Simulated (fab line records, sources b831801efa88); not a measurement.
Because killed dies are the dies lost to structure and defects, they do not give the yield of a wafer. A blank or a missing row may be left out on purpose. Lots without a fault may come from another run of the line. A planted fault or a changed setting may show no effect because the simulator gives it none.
Split-lot trial || flow sfq line || on a route of 325 steps: 5 lots, 23 wafers read

## ON THE SPLIT
At SFQ_TRILAYER_R5_LITHO_PEB_139 (peb time 60 s), the setting peb temp c was moved away from the recipe's 115 C on 7 of the 23 wafers read, by +1.1% to +2.4%. This setting was run at the recipe's value on the other wafers.

## BETWEEN THE SPLIT AND THE READING: the file shows 1 step in between
- SFQ_TRILAYER_R5_LITHO_DEVELOP_138: time 60 s

## THE READING
R5.cd nm (the simulator's own value, which no gauge read), in nm, at SFQ_TRILAYER_R5_BARC_OPEN_METAL_ETCH_177 (etches BARC in O2, target depth 125 nm, time 41.7 s). The file gives no usual value for it. The 16 wafers here that ran the recipe average 499.1 nm, standard deviation 1.5 nm.

{"wafer": "L076.1", "tool, chamber at the split": "litho track-01, 0", "peb temp c as run, C": 115, "against the recipe": "recipe", "R5.cd nm, nm": 498, "against lot-mates on the recipe": "-"}
{"wafer": "L076.3", "tool, chamber at the split": "litho track-01, 0", "peb temp c as run, C": 115, "against the recipe": "recipe", "R5.cd nm, nm": 498.8, "against lot-mates on the recipe": "-"}
{"wafer": "L076.5", "tool, chamber at the split": "litho track-01, 0", "peb temp c as run, C": 115, "against the recipe": "recipe", "R5.cd nm, nm": 500.1, "against lot-mates on the recipe": "-"}
{"wafer": "L077.1", "tool, chamber at the split": "litho track-02, 0", "peb temp c as run, C": 115, "against the recipe": "recipe", "R5.cd nm, nm": 501.6, "against lot-mates on the recipe": "-"}
{"wafer": "L077.2", "tool, chamber at the split": "litho track-02, 0", "peb temp c as run, C": 117.1, "against the recipe": "+1.8%", "R5.cd nm, nm": 463.4, "against lot-mates on the recipe": -37.3}
{"wafer": "L077.3", "tool, chamber at the split": "litho track-02, 0", "peb temp c as run, C": 117.1, "against the recipe": "+1.8%", "R5.cd nm, nm": 464.6, "against lot-mates on the recipe": -36.1}
{"wafer": "L077.5", "tool, chamber at the split": "litho track-02, 0", "peb temp c as run, C": 115, "against the recipe": "recipe", "R5.cd nm, nm": 498.6, "against lot-mates on the recipe": "-"}
{"wafer": "L077.6", "tool, chamber at the split": "litho track-02, 0", "peb temp c as run, C": 115, "against the recipe": "recipe", "R5.cd nm, nm": 502, "against lot-mates on the recipe": "-"}
{"wafer": "L078.1", "tool, chamber at the split": "litho track-03, 0", "peb temp c as run, C": 115, "against the recipe": "recipe", "R5.cd nm, nm": 497.3, "against lot-mates on the recipe": "-"}
{"wafer": "L078.2", "tool, chamber at the split": "litho track-03, 0", "peb temp c as run, C": 117.8, "against the recipe": "+2.4%", "R5.cd nm, nm": 452.2, "against lot-mates on the recipe": -45.1}
{"wafer": "L078.3", "tool, chamber at the split": "litho track-03, 0", "peb temp c as run, C": 117.8, "against the recipe": "+2.4%", "R5.cd nm, nm": 452.3, "against lot-mates on the recipe": -45.0}
{"wafer": "L078.5", "tool, chamber at the split": "litho track-03, 0", "peb temp c as run, C": 115, "against the recipe": "recipe", "R5.cd nm, nm": 497.3, "against lot-mates on the recipe": "-"}
{"wafer": "L078.6", "tool, chamber at the split": "litho track-03, 0", "peb temp c as run, C": 117.8, "against the recipe": "+2.4%", "R5.cd nm, nm": 452.9, "against lot-mates on the recipe": -44.4}
{"wafer": "L083.2", "tool, chamber at the split": "litho track-02, 0", "peb temp c as run, C": 115, "against the recipe": "recipe", "R5.cd nm, nm": 499.6, "against lot-mates on the recipe": "-"}
{"wafer": "L083.3", "tool, chamber at the split": "litho track-02, 0", "peb temp c as run, C": 116.3, "against the recipe": "+1.1%", "R5.cd nm, nm": 477.8, "against lot-mates on the recipe": -22.4}
{"wafer": "L083.4", "tool, chamber at the split": "litho track-02, 0", "peb temp c as run, C": 115, "against the recipe": "recipe", "R5.cd nm, nm": 499.8, "against lot-mates on the recipe": "-"}
{"wafer": "L083.5", "tool, chamber at the split": "litho track-02, 0", "peb temp c as run, C": 116.3, "against the recipe": "+1.1%", "R5.cd nm, nm": 477.2, "against lot-mates on the recipe": -23.0}
{"wafer": "L083.6", "tool, chamber at the split": "litho track-02, 0", "peb temp c as run, C": 115, "against the recipe": "recipe", "R5.cd nm, nm": 501.1, "against lot-mates on the recipe": "-"}
{"wafer": "L085.1", "tool, chamber at the split": "litho track-01, 0", "peb temp c as run, C": 115, "against the recipe": "recipe", "R5.cd nm, nm": 496.6, "against lot-mates on the recipe": "-"}
{"wafer": "L085.2", "tool, chamber at the split": "litho track-01, 0", "peb temp c as run, C": 115, "against the recipe": "recipe", "R5.cd nm, nm": 499.4, "against lot-mates on the recipe": "-"}
{"wafer": "L085.3", "tool, chamber at the split": "litho track-01, 0", "peb temp c as run, C": 115, "against the recipe": "recipe", "R5.cd nm, nm": 499, "against lot-mates on the recipe": "-"}
{"wafer": "L085.5", "tool, chamber at the split": "litho track-01, 0", "peb temp c as run, C": 115, "against the recipe": "recipe", "R5.cd nm, nm": 498.7, "against lot-mates on the recipe": "-"}
{"wafer": "L085.6", "tool, chamber at the split": "litho track-01, 0", "peb temp c as run, C": 115, "against the recipe": "recipe", "R5.cd nm, nm": 497.9, "against lot-mates on the recipe": "-"}

FIT RESULTS
A straight line over all 23 wafers: R5.cd nm changes by -19.2 nm for each +1% of peb temp c; r = -1.00; the points scatter about the line by 1.3 nm.
The same after taking each lot's own level away (the mean of its wafers on the recipe; 23 wafers): -18.9 nm for each +1%; r = -1.00; scatter 1.3 nm.
The reading moves by 46 nm for the largest change in peb temp c, on that fit.
Measured against the standard deviation above, the lots' own levels, which go from 497.30 to 500.73 nm, span 2.3 times it.
Hence the lot-to-lot level has little effect on the slope; both slopes agree.
Check: with one of the wafers moved furthest among these (+2.4%) left out of the fit, the line predicts -46.5 nm for it against its lot-mates. It came out at -45.1 nm against them.

## THE OTHER SPLITS THESE WAFERS WENT THROUGH
These wafers also went through other splits before the reading. Each is held against what the fit with the lots' levels taken away leaves over:
{"other split on the same wafers": "SFQ_TRILAYER_I4_VIA_LITHO_EXPOSE_104 dose mj", "wafers away from the commonest value": 10, "r with R5.cd nm (lot level and that fit taken away)": -0.17}
{"other split on the same wafers": "SFQ_TRILAYER_I4_VIA_ETCH_VIA_ETCH_106 source w", "wafers away from the commonest value": 8, "r with R5.cd nm (lot level and that fit taken away)": -0.18}
{"other split on the same wafers": "SFQ_TRILAYER_JJ_TRILAYER_DEP_SPUTTER_112 power w", "wafers away from the commonest value": 8, "r with R5.cd nm (lot level and that fit taken away)": -0.23}
{"other split on the same wafers": "SFQ_TRILAYER_JJ_CE_LITHO_COAT_114 resist thk nm", "wafers away from the commonest value": 6, "r with R5.cd nm (lot level and that fit taken away)": -0.01}
{"other split on the same wafers": "SFQ_TRILAYER_JJ_CE_BARC_OPEN_RIE_150 pressure mtorr", "wafers away from the commonest value": 15, "r with R5.cd nm (lot level and that fit taken away)": "+0.09"}
{"other split on the same wafers": "SFQ_TRILAYER_R5_LITHO_COAT_136 resist thk nm", "wafers away from the commonest value": 9, "r with R5.cd nm (lot level and that fit taken away)": "+0.50"}

## THE FILE'S OWN FIT
R5.cd nm changes by -19.1 nm for each +1% of peb temp c, r = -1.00.
